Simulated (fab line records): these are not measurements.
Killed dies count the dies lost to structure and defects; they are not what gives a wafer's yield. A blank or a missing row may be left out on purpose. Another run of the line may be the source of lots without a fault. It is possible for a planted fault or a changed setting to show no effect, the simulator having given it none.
fab line records    flow sky130
record lots=13  wafers=39  lastDay=50
route steps=708 shown POLY_GATE@205 POLY_CUT@311 SD_P@328 RES_XHIGH@340 PAD_OPEN@708
lots untouched by any fault: they come from a run of this same line in which no faults occurred
startH: hours from the record's opening day to when the first of the lot's shown wafers began    waitH: hours since the lot's step before    " identical to the entry in the row above    L1.1+2: a single row standing in for several wafers    - no value, or no start was given    * or withheld: withheld    < > ~ a bound
route shown NAME@n: NAME is a module with steps in the file, n the number in the route of the first one    usual: mean/standard deviation of fault-free wafers    same: alike in all rows    chamber/n: place in a boat    sites: per-site readings    _std_site: how widely they spread, as a standard deviation    _edge_site: outer sites' mean less inner sites'    radiusMm: how far each site lies from the wafer's centre    mask NAME#n: copy n    behind: the most recent tool/chamber to have shaped the wafer    hold: the reason the lot was held/the length of the hold in hours/how it ended    device: the transistor (n, p or np) that didn't switch    end of line: the tests these same wafers got at the end of their route    a step given without rows: its recipe and nothing more    killed: dies lost to structure and defects at the first sort, not the wafer's yield    map: per-die view of a wafer (x killed, . not killed, _ where there is no die)
set.NAME: the setting that was run; set.NAME@STEP: the one run at that earlier step    model.NAME: the simulator's own value behind a step, which no gauge read
steps of the route over a sample of lots; a table a step, a row a wafer
services: from which hour (startH, from the record's first day; less than 0 if before it) a tool's chamber was out of use, for how many hours, and why
## steps
# step SKY_POLY_GATE_THK_MEAS_01
# recipe reads=poly-Si_of_POLY_GATE_CVD_00
# usual POLY_GATE_CVD_00_THK=179.3/1.7
lot.wafer  tool          chamber  startH  waitH  POLY_GATE_CVD_00_THK[nm]
L571.1     filmMetro-02  -        325.76  0.0    180.8
L571.4     "             -        "       "      180.1
L571.5     "             -        "       "      179.3
L574.1     filmMetro-04  -        349.42  0.0    179.0
L574.3     "             -        "       "      179.2
L574.6     "             -        "       "      180.5
L576.1     filmMetro-01  -        372.69  0.0    176.5
L576.2     "             -        "       "      176.8
L576.6     "             -        "       "      176.9
L579.2     filmMetro-04  -        393.28  0.0    176.2
L579.3     "             -        "       "      177.6
L579.4     "             -        "       "      177.0
L580.1     filmMetro-01  -        397.78  0.0    179.3
L580.5     "             -        "       "      180.6
L580.6     "             -        "       "      178.6
L582.2     filmMetro-04  -        424.67  0.0    181.6
L582.3     "             -        "       "      181.7
L582.4     "             -        "       "      180.0
L585.1     filmMetro-01  -        442.12  0.0    179.8
L585.2     "             -        "       "      180.9
L585.4     "             -        "       "      178.5
L587.2     filmMetro-02  -        459.82  0.0    180.2
L587.5     "             -        "       "      180.4
L587.6     "             -        "       "      180.3
L588.2     filmMetro-01  -        465.03  0.0    179.4
L588.3     "             -        "       "      179.6
L588.4     "             -        "       "      180.8
L589.3     filmMetro-04  -        479.26  0.0    176.3
L589.4     "             -        "       "      178.0
L589.5     "             -        "       "      176.7
L591.2     filmMetro-02  -        484.28  0.0    179.8
L591.3     "             -        "       "      178.3
L591.6     "             -        "       "      177.9
L592.2     filmMetro-02  -        501.05  0.0    178.2
L592.4     "             -        "       "      178.9
L592.6     "             -        "       "      180.9
L593.4     filmMetro-01  -        505.79  0.0    179.7
L593.5     "             -        "       "      180.3
L593.6     "             -        "       "      181.9
# step SKY_POLY_CUT_SOFTBAKE_04
# recipe tempC=100  timeS=90  resist=KrF-thick
# usual runLengthS=119.02/0.22
lot.wafer  tool           chamber  startH  waitH  runLengthS
L571.1     lithoTrack-04  0        561     -      119.46
L571.4     "              0        "       "      119.28
L571.5     "              0        "       "      119.54
L574.1     lithoTrack-03  0        581     -      119.18
L574.3     "              0        "       "      118.97
L574.6     "              0        "       "      119.05
L576.1     lithoTrack-04  0        604     -      123.07
L576.2     "              0        "       "      122.95
L576.6     "              0        605     -      123.05
L579.2     lithoTrack-04  0        629     -      123.09
L579.3     "              0        "       "      123.14
L579.4     "              0        "       "      122.87
L580.1     lithoTrack-01  0        633     -      118.84
L580.5     "              0        "       "      118.70
L580.6     "              0        "       "      118.68
L582.2     lithoTrack-03  0        659     -      118.86
L582.3     "              0        "       "      118.83
L582.4     "              0        "       "      119.12
L585.1     lithoTrack-01  0        677     -      118.71
L585.2     "              0        "       "      118.65
L585.4     "              0        "       "      118.66
L587.2     lithoTrack-01  0        688     -      118.68
L587.5     "              0        689     -      118.90
L587.6     "              0        "       "      118.71
L588.2     lithoTrack-01  0        694     -      118.73
L588.3     "              0        "       "      118.80
L588.4     "              0        "       "      118.67
L589.3     lithoTrack-04  0        710     -      119.30
L589.4     "              0        "       "      119.20
L589.5     "              0        "       "      119.21
L591.2     lithoTrack-03  0        716     -      118.86
L591.3     "              0        "       "      118.96
L591.6     "              0        "       "      119.14
L592.2     lithoTrack-04  0        729     -      119.15
L592.4     "              0        "       "      119.15
L592.6     "              0        "       "      119.32
L593.4     lithoTrack-04  0        735     -      119.46
L593.5     "              0        "       "      119.08
L593.6     "              0        "       "      119.30
# step SKY_SD_P_OVL_MEAS_08
# usual SD_P_OVL=1.5/1.2
lot.wafer  tool        chamber  startH  waitH  SD_P_OVL[nm]
L571.1     overlay-02  -        606.20  0.1    2.2
L571.4     "           -        "       "      -0.6
L571.5     "           -        "       "      0.3
L574.1     overlay-01  -        626.88  0.1    -0.2
L574.3     "           -        "       "      0.9
L574.6     "           -        "       "      2.9
L576.1     overlay-02  -        648.94  0.1    2.5
L576.2     "           -        "       "      1.4
L576.6     "           -        "       "      1.3
L579.2     overlay-01  -        671.99  0.1    2.4
L579.3     "           -        "       "      1.5
L579.4     "           -        "       "      2.7
L580.1     overlay-02  -        675.95  0.1    0.9
L580.5     "           -        "       "      0.2
L580.6     "           -        "       "      2.0
L582.2     overlay-02  -        702.36  0.1    0.0
L582.3     "           -        "       "      1.6
L582.4     "           -        "       "      0.8
L585.1     overlay-01  -        720.55  0.1    -0.1
L585.2     "           -        "       "      1.4
L585.4     "           -        "       "      0.4
L587.2     overlay-01  -        730.74  0.1    0.7
L587.5     "           -        "       "      1.2
L587.6     "           -        "       "      3.2
L588.2     overlay-01  -        736.36  0.1    1.9
L588.3     "           -        "       "      -0.3
L588.4     "           -        "       "      1.0
L589.3     overlay-02  -        751.74  0.1    2.6
L589.4     "           -        "       "      1.1
L589.5     "           -        "       "      0.3
L591.2     overlay-01  -        757.61  0.1    1.3
L591.3     "           -        "       "      4.8
L591.6     "           -        "       "      2.2
L592.2     overlay-01  -        769.89  0.1    3.9
L592.4     "           -        "       "      1.2
L592.6     "           -        "       "      4.1
L593.4     overlay-01  -        776.70  0.1    1.0
L593.5     "           -        "       "      1.8
L593.6     "           -        "       "      2.2
# step SKY_RES_XHIGH_STRIP_08
# recipe chemistry=O2/N2  powerW=1400  pressureMtorr=1500  platenTempC=withheld  o2FlowSccm=3000  n2FlowSccm=300  overashFraction=0.5
# usual drypumpMotorCurrentA=6.2/0.37  o2FlowSccm=3000/9.4  oesProductAu=0.711/0.0041  stripTimeToEndpointS=14.47/0.035
lot.wafer  tool            chamber  startH  waitH  drypumpMotorCurrentA  o2FlowSccm  oesProductAu  rfHoursCounterH  stripTimeToEndpointS
L571.1     plasmaAsher-04  0        636.37  0.1    6.4                   3001        0.710         82               14.52
L571.4     "               1        "       "      5.8                   3000        0.714         -                14.53
L571.5     "               1        "       "      5.8                   2992        0.712         -                14.54
L574.1     plasmaAsher-04  0        655.62  0.1    6.4                   2998        0.703         84               14.46
L574.3     "               1        "       "      5.8                   3033        0.712         -                14.51
L574.6     "               1        "       "      5.8                   3014        0.711         -                14.46
L576.1     plasmaAsher-01  1        677.42  0.1    6.4                   2996        0.712         25               14.44
L576.2     "               0        "       "      6.7                   2984        0.706         25               14.42
L576.6     "               1        "       "      6.4                   2996        0.708         -                14.46
L579.2     plasmaAsher-04  0        700.42  0.1    6.4                   2998        0.714         88               14.46
L579.3     "               1        "       "      5.8                   3000        0.713         -                14.48
L579.4     "               0        "       "      6.4                   3004        0.707         -                14.47
L580.1     plasmaAsher-01  0        704.57  0.1    6.7                   3006        0.717         28               14.47
L580.5     "               1        "       "      6.4                   3010        0.713         -                14.44
L580.6     "               0        "       "      6.7                   3012        0.711         -                14.42
L582.2     plasmaAsher-01  1        730.35  0.1    6.4                   3018        0.708         31               14.46
L582.3     "               0        "       "      6.7                   2993        0.707         -                14.50
L582.4     "               1        "       "      6.4                   3007        0.710         -                14.48
L585.1     plasmaAsher-03  0        747.42  0.1    5.6                   2997        0.709         0                14.38
L585.2     "               1        "       "      6.4                   3009        0.711         0                14.40
L585.4     "               0        "       "      5.7                   2988        0.707         -                14.42
L587.2     plasmaAsher-04  1        758.80  0.1    5.8                   3015        0.715         94               14.54
L587.5     "               1        "       "      5.8                   2998        0.708         -                14.48
L587.6     "               0        "       "      6.4                   2998        0.713         -                14.52
L588.2     plasmaAsher-04  1        763.32  0.1    5.8                   3004        0.714         94               14.47
L588.3     "               0        "       "      6.4                   2977        0.716         -                14.47
L588.4     "               1        "       "      5.8                   2990        0.713         -                14.43
L589.3     plasmaAsher-03  0        779.25  0.1    5.7                   2994        0.713         -                14.46
L589.4     "               1        "       "      6.4                   2987        0.708         -                14.50
L589.5     "               1        "       "      6.4                   2990        0.721         -                14.50
L591.2     plasmaAsher-04  1        783.75  0.1    5.8                   2989        0.711         96               14.56
L591.3     "               1        "       "      5.8                   3011        0.718         -                14.44
L591.6     "               0        "       "      6.4                   2994        0.712         -                14.45
L592.2     plasmaAsher-03  1        796.75  0.1    6.4                   2996        0.708         5                14.46
L592.4     "               0        "       "      5.7                   2995        0.713         -                14.50
L592.6     "               1        "       "      6.4                   2996        0.715         -                14.44
L593.4     plasmaAsher-03  0        803.97  0.1    5.7                   2990        0.710         -                14.46
L593.5     "               0        "       "      5.6                   2993        0.716         -                14.41
L593.6     "               1        "       "      6.4                   3005        0.712         -                14.45
# step SKY_PAD_OPEN_PROBE_99
# usual killed_at_M0_to_M3=44/6.8  killed_at_M4_up=2.9/1.7  killedAtContacts=24/5.2  killedAtFrontEnd=15/4  killedAtOther=0.2/0.44  killedDies=86/9.9  killedOpen=47/7.9  killedShort=39/6.3
# same grossDies=492  killedAtBackSide=0
lot.wafer  tool       chamber  startH   waitH  killed_at_M0_to_M3  killed_at_M4_up  killedAtContacts  killedAtFrontEnd  killedAtOther  killedDies  killedOpen  killedShort
L585.1     prober-02  -        1167.05  0.1    66                  2                20                7                 1              96          55          40
L585.2     prober-02  -        1167.10  0.1    50                  1                27                13                0              91          45          46
L585.4     prober-02  -        1167.20  0.2    43                  6                22                12                0              83          43          38
# killed by level:class
L585.1 VIA1:geometricParticle:open=16 CONTACT:geometricParticle:open=9 METAL2:geometricParticle:short=8 VIA2:geometricParticle:open=8 METAL1:geometricParticle:short=5 VIA1:geometricParticle:short=5 METAL3:geometricParticle:short=5 VIA3:geometricParticle:open=5
L585.2 VIA3:geometricParticle:open=10 VIA1:geometricParticle:open=9 METAL2:geometricParticle:short=9 CONTACT:geometricParticle:short=8 VIA1:geometricParticle:short=8 LI_CONTACT:geometricParticle:open=7 VIA2:geometricParticle:open=6 CONTACT:geometricParticle:open=6
L585.4 CONTACT:geometricParticle:short=8 VIA1:geometricParticle:open=8 VIA3:geometricParticle:open=6 METAL1:geometricParticle:short=5 LI_CONTACT:geometricParticle:open=5 CONTACT:geometricParticle:open=5 VIA1:geometricParticle:short=5 VIA2:geometricParticle:open=5
## services
tool            chamber  startH  hours  kind
plasmaAsher-04  -        553.02  4.3    pm
plasmaAsher-03  -        641.31  2.7    repair
plasmaAsher-04  -        694.38  4.5    repair
plasmaAsher-03  -        733.75  9.0    pm
plasmaAsher-03  0        733.75  9.0    ventCycle
plasmaAsher-03  1        733.75  9.0    ventCycle
lithoTrack-03   -        741.31  -      consumableReplace:filter
plasmaAsher-03  0        742.75  -      clean
plasmaAsher-03  1        742.75  -      clean
## key
firstSign step=SKY_POLY_CUT_SOFTBAKE_04  reading=runLengthS  direction=up  sigmas=18  usual=*  struck=*
effect none on later readings
metAt SKY_POLY_CUT_SOFTBAKE_04
struckLots L576,L579
testerLeftOut L576,L579
notActingAt SKY_POLY_GATE_THK_MEAS_01,SKY_SD_P_OVL_MEAS_08,SKY_RES_XHIGH_STRIP_08
onsetBetween 561 604
fault kind=processParameterDrift  tool=lithoTrack-04  chamber=-  onsetH=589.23  steps=SKY_POLY_CUT_SOFTBAKE_04  channel=timeS  offset=*  shape=step  endH=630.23  actsIn=*  stated=*
# testerLeftOut: of these lots the tester's yield and bins aren't shown, on N5 and GAA mostly nor the transistor test; their killed dies are dies lost to structure and defects alone, not to doping, threshold or leakage, so they don't give the yield
